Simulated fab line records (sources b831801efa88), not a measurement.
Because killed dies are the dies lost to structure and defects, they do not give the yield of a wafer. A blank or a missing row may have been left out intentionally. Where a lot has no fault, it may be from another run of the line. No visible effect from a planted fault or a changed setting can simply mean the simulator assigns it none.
fab line records ; flow gf180mcu
[record] lots = 14; wafers = 42; lastDay = 35
route steps=602 shown MVPSD@87
lots untouched by any fault: they come from a run of this same line in which no faults occurred
startH: hours from the record's opening day to when the first of the lot's shown wafers began ; waitH: hours from the lot's prior step to this one ; " the same as in the row above ; L1.1+2: several wafers, shown together as one row ; - no value present, or no start provided ; * or withheld: withheld ; < > ~ a bound
route shown NAME@n: NAME is a module with steps in the file, n the number in the route of the first one ; usual: mean and standard deviation over wafers with no fault ; same: alike in all rows ; chamber/n: place in a boat ; sites: the reading at each site ; _std_site: the values' standard deviation ; _edge_site: inner sites' mean taken away from outer sites' mean ; radiusMm: for every site, how far away it sits from the centre of the wafer ; mask NAME#n: copy n ; behind: the tool/chamber that last shaped the wafer ; hold: reason for holding the lot/hours on hold/outcome of the hold ; device: the n, p or np transistor that did not switch ; end of line: the route-end tests of the same wafers ; a step given without rows: its recipe and nothing more ; killed: dies that structure and defects cost at the first sort, which is not the same as the wafer's yield ; map: the dies of a wafer, with x for killed, . for not killed, _ for no die there
set.NAME: the run value of the setting; set.NAME@STEP: its run value at that earlier step ; model.NAME: the simulator's own value behind a step, which no gauge read
one table for each step of the route and one row for each wafer, over a sample of lots
services: when a tool's chamber went out of use (startH, in hours from the record's first day, below 0 if earlier), for how many hours, and the reason
[[steps]]
[step GF_MVPSD_IMPLANT_09]
[recipe] species = B; energyKev = 40; doseCm2 = 5e+12; tiltDeg = 0
[usual] doseIonsCm2 = 5e+12/5.1e+09; faradayCurrentUA = 28.3/0.55
[same] implantIonAmu = 11
lot.wafer;tool;chamber;startH;waitH;doseIonsCm2;faradayCurrentUA
L886.1;implanter-03;0;99.16;0.1;4.998e+12;27.8
L886.2;implanter-03;0;99.16;0.1;4.995e+12;29.0
L886.3;implanter-03;0;99.16;0.1;5.005e+12;28.8
L887.3;implanter-03;0;104.39;0.1;5.002e+12;28.5
L887.5;implanter-03;0;104.39;0.1;4.986e+12;29.0
L887.6;implanter-03;0;104.39;0.1;5.006e+12;28.4
L889.1;implanter-02;0;118.88;0.1;5.003e+12;28.7
L889.3;implanter-02;0;118.88;0.1;5.004e+12;28.1
L889.6;implanter-02;0;118.88;0.1;5.007e+12;28.4
L890.1;implanter-02;0;122.04;0.2;5.01e+12;28.9
L890.3;implanter-02;0;122.04;0.2;4.999e+12;28.1
L890.4;implanter-02;0;122.04;0.2;5.001e+12;28.6
L894.2;implanter-02;0;144.12;0.1;3.8243e+13;221.2
L894.3;implanter-02;0;144.12;0.1;3.8249e+13;220.1
L894.6;implanter-02;0;144.12;0.1;3.8239e+13;215.3
L896.1;implanter-02;0;157.63;0.1;3.8237e+13;212.7
L896.4;implanter-02;0;157.63;0.1;3.8237e+13;219.5
L896.6;implanter-02;0;157.63;0.1;3.8233e+13;214.9
L899.2;implanter-01;0;174.21;0.1;4.998e+12;28.8
L899.3;implanter-01;0;174.21;0.1;4.992e+12;27.4
L899.4;implanter-01;0;174.21;0.1;5e+12;28.1
L900.1;implanter-03;0;183.58;3.3;4.995e+12;29.2
L900.3;implanter-03;0;183.58;3.3;5.005e+12;28.4
L900.5;implanter-03;0;183.58;3.3;5.004e+12;28.3
L903.1;implanter-01;0;196.84;0.1;4.999e+12;27.9
L903.4;implanter-01;0;196.84;0.1;4.996e+12;29.0
L903.6;implanter-01;0;196.84;0.1;4.996e+12;27.7
L905.2;implanter-03;0;209.40;0.1;4.995e+12;29.9
L905.4;implanter-03;0;209.40;0.1;4.996e+12;28.1
L905.5;implanter-03;0;209.40;0.1;4.998e+12;28.4
L906.1;implanter-03;0;213.22;0.1;5e+12;28.5
L906.2;implanter-03;0;213.22;0.1;5.003e+12;28.4
L906.4;implanter-03;0;213.22;0.1;5.013e+12;28.6
L907.1;implanter-01;0;220.34;0.1;4.992e+12;27.3
L907.2;implanter-01;0;220.34;0.1;4.996e+12;27.5
L907.4;implanter-01;0;220.34;0.1;4.999e+12;28.3
L908.1;implanter-03;0;228.41;0.1;5.001e+12;28.6
L908.3;implanter-03;0;228.41;0.1;5.004e+12;28.1
L908.4;implanter-03;0;228.41;0.1;4.994e+12;28.7
L909.1;implanter-03;0;232.86;0.1;5.004e+12;27.9
L909.3;implanter-03;0;232.86;0.1;5.009e+12;28.1
L909.6;implanter-03;0;232.86;0.1;5.002e+12;28.9
[step GF_MVPSD_TW_MEAS_11]
[usual] MVPSD_TW = 554.9/2.1
lot.wafer;tool;chamber;startH;waitH;MVPSD_TW
L886.1;filmMetro-04;-;99.41;0.1;553.5
L886.2;filmMetro-04;-;99.41;0.1;556.3
L886.3;filmMetro-04;-;99.41;0.1;551.7
L887.3;filmMetro-04;-;104.61;0.1;555.8
L887.5;filmMetro-04;-;104.61;0.1;553.3
L887.6;filmMetro-04;-;104.61;0.1;554.6
L889.1;filmMetro-03;-;119.13;0.1;552.0
L889.3;filmMetro-03;-;119.13;0.1;557.0
L889.6;filmMetro-03;-;119.13;0.1;557.2
L890.1;filmMetro-03;-;122.44;0.1;561.2
L890.3;filmMetro-03;-;122.44;0.1;557.8
L890.4;filmMetro-03;-;122.44;0.1;555.5
L894.2;filmMetro-04;-;144.35;0.1;704.7
L894.3;filmMetro-04;-;144.35;0.1;701.0
L894.6;filmMetro-04;-;144.35;0.1;701.5
L896.1;filmMetro-04;-;157.88;0.1;703.7
L896.4;filmMetro-04;-;157.88;0.1;703.4
L896.6;filmMetro-04;-;157.88;0.1;703.9
L899.2;filmMetro-03;-;174.45;0.1;557.2
L899.3;filmMetro-03;-;174.45;0.1;553.7
L899.4;filmMetro-03;-;174.45;0.1;554.7
L900.1;filmMetro-03;-;183.83;0.1;558.4
L900.3;filmMetro-03;-;183.83;0.1;557.4
L900.5;filmMetro-03;-;183.83;0.1;555.9
L903.1;filmMetro-04;-;197.09;0.1;553.0
L903.4;filmMetro-04;-;197.09;0.1;552.9
L903.6;filmMetro-04;-;197.09;0.1;551.7
L905.2;filmMetro-03;-;209.64;0.1;555.6
L905.4;filmMetro-03;-;209.64;0.1;553.5
L905.5;filmMetro-03;-;209.64;0.1;556.3
L906.1;filmMetro-03;-;213.47;0.1;553.4
L906.2;filmMetro-03;-;213.47;0.1;554.5
L906.4;filmMetro-03;-;213.47;0.1;552.7
L907.1;filmMetro-01;-;220.59;0.1;553.6
L907.2;filmMetro-01;-;220.59;0.1;553.5
L907.4;filmMetro-01;-;220.59;0.1;555.4
L908.1;filmMetro-04;-;228.66;0.1;552.2
L908.3;filmMetro-04;-;228.66;0.1;549.0
L908.4;filmMetro-04;-;228.66;0.1;552.5
L909.1;filmMetro-03;-;233.11;0.1;560.9
L909.3;filmMetro-03;-;233.11;0.1;552.4
L909.6;filmMetro-03;-;233.11;0.1;555.7
[step GF_VT_IMPLANT_RS_MEAS_49]
[recipe] thkMeasGauge = four-point-probe
[usual] MVPSD_RS = 1168.8/3
lot.wafer;tool;chamber;startH;waitH;MVPSD_RS[ohm/sq]
L886.1;filmMetro-01;-;160.45;0.1;1166.1
L886.2;filmMetro-01;-;160.45;0.1;1167.9
L886.3;filmMetro-01;-;160.45;0.1;1167.0
L887.3;filmMetro-04;-;166.71;0.1;1169.9
L887.5;filmMetro-04;-;166.71;0.1;1172.2
L887.6;filmMetro-04;-;166.71;0.1;1169.7
L889.1;filmMetro-04;-;181.76;0.1;1173.4
L889.3;filmMetro-04;-;181.76;0.1;1168.1
L889.6;filmMetro-04;-;181.76;0.1;1166.0
L890.1;filmMetro-01;-;186.45;0.1;1168.8
L890.3;filmMetro-01;-;186.45;0.1;1163.4
L890.4;filmMetro-01;-;186.45;0.1;1167.0
L894.2;filmMetro-03;-;209.47;0.1;674.6
L894.3;filmMetro-03;-;209.47;0.1;677.1
L894.6;filmMetro-03;-;209.47;0.1;675.9
L896.1;filmMetro-01;-;225.25;0.1;672.4
L896.4;filmMetro-01;-;225.25;0.1;673.7
L896.6;filmMetro-01;-;225.25;0.1;673.7
L899.2;filmMetro-04;-;245.06;0.1;1166.9
L899.3;filmMetro-04;-;245.06;0.1;1173.4
L899.4;filmMetro-04;-;245.06;0.1;1169.2
L900.1;filmMetro-04;-;253.50;0.1;1166.3
L900.3;filmMetro-04;-;253.50;0.1;1164.1
L900.5;filmMetro-04;-;253.50;0.1;1167.1
L903.1;filmMetro-03;-;270.96;0.1;1168.4
L903.4;filmMetro-03;-;270.96;0.1;1170.8
L903.6;filmMetro-03;-;270.96;0.1;1171.0
L905.2;filmMetro-03;-;285.57;0.1;1170.5
L905.4;filmMetro-03;-;285.57;0.1;1168.7
L905.5;filmMetro-03;-;285.57;0.1;1172.2
L906.1;filmMetro-03;-;289.19;0.1;1170.5
L906.2;filmMetro-03;-;289.19;0.1;1170.2
L906.4;filmMetro-03;-;289.19;0.1;1170.4
L907.1;filmMetro-01;-;295.91;0.1;1167.1
L907.2;filmMetro-01;-;295.91;0.1;1168.3
L907.4;filmMetro-01;-;295.91;0.1;1168.8
L908.1;filmMetro-01;-;306.60;0.1;1166.3
L908.3;filmMetro-01;-;306.60;0.1;1165.4
L908.4;filmMetro-01;-;306.60;0.1;1171.2
L909.1;filmMetro-01;-;317.54;0.1;1163.7
L909.3;filmMetro-01;-;317.54;0.1;1165.9
L909.6;filmMetro-01;-;317.54;0.1;1165.5
[[services]]
tool;chamber;startH;hours;kind
implanter-01;-;92.02;41.2;repair
implanter-01;-;106.13;3.8;repair
implanter-03;-;121.43;6.0;pm
implanter-02;-;146.78;2.9;repair
implanter-02;-;151.91;2.4;repair
implanter-02;-;204.66;2.5;repair
implanter-02;-;207.18;17.1;pm
implanter-02;-;226.39;4.9;pm
[[key]]
[firstSign] step = GF_MVPSD_IMPLANT_09; reading = doseIonsCm2; direction = up; sigmas = 99+; usual = 5e+12; struck = 3.824e+13
[effect] step = GF_MVPSD_IMPLANT_09; reading = faradayCurrentUA; direction = up; sigmas = 99+; usual = 28.3; struck = 217.3
[effect] step = GF_MVPSD_TW_MEAS_11; reading = MVPSD_TW; direction = up; sigmas = 69; usual = 554.9; struck = 703.0
[effect] step = GF_VT_IMPLANT_RS_MEAS_49; reading = MVPSD_RS; direction = down; sigmas = 99+; usual = 1168.8; struck = 674.6
metAt GF_MVPSD_IMPLANT_09
struckLots L894,L896
testerLeftOut L894,L896
onsetBetween 122.04 144.12
[fault] kind = processParameterDrift; tool = implanter-02; chamber = -; onsetH = 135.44; steps = GF_MVPSD_IMPLANT_09; channel = doseCm2; offset = 3.3239e+13; shape = step; endH = 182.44; actsIn = theseRecipesOnly; stated = 5e+12
// testerLeftOut: of these lots the tester's yield and bins aren't shown, on N5 and GAA mostly nor the transistor test; their killed dies are dies lost to structure and defects alone, not to doping, threshold or leakage, so they don't give the yield
